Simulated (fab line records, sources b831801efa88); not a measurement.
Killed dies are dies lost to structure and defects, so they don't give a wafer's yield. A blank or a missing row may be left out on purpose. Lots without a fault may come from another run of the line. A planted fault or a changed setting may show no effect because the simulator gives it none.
Which tool did it? | flow sky130 | 11 lots, 33 wafers sampled, at 1 step of a route of 708

WHAT THE GAUGES READ, wafer by wafer
SKY_VIA3_OVL_MEAS_13. Usual: VIA3_OVL 1 nm, standard deviation 5.7.
lot  | measured     | on         | VIA3_OVL (nm) | flag
L539 | day 41 08:58 | overlay-02 | -1 0 0        |
L540 | day 41 13:47 | overlay-02 | -3 -2 -2      |
L542 | day 42 03:00 | overlay-01 | 5 13 2        |
L544 | day 42 06:32 | overlay-01 | 1 12 5        |
L552 | day 42 15:51 | overlay-01 | -2 -7 -3      |
L554 | day 47 15:32 | overlay-01 | -4 -5 -7      |
L556 | day 47 18:59 | overlay-01 | 2 9 9         |
L559 | day 47 19:41 | overlay-02 | -2 3 3        |
L560 | day 47 21:55 | overlay-02 | 1 -5 2        |
L561 | day 48 00:17 | overlay-02 | 7 9 -1        |
L558 | day 48 00:26 | overlay-01 | 0 -4 -3       |

WHICH TOOL RAN EACH LOT (tool, then ch and the chambers of the sampled wafers, then the start)
The record holds no process step before these readings.

WHAT THE TOOLS THEMSELVES READ (means of the sampled wafers that have a number; where no wafer has one, the mark that the record gives instead)
The record holds no such reading with a usual standard deviation.

THE ANSWER, worked out from the rows above alone
Rule: a lot is off if the mean of its wafers that have a number lies more than 3 standard deviations from the usual mean. A lot without any number at a reading at which 4 lots or more have one is off too. The other lots that the step has rows for count as sound. The gauges are gone through in route order, then the tools' own readings, and for those a lot's mean is taken as printed above. The first step at which some lot is off is used, and at that step the reading that is off furthest; a lot without a number counts as furthest.
No lot is off at any reading shown: from this, nothing can be told.

WHAT THE SIMULATOR HAD PUT IN
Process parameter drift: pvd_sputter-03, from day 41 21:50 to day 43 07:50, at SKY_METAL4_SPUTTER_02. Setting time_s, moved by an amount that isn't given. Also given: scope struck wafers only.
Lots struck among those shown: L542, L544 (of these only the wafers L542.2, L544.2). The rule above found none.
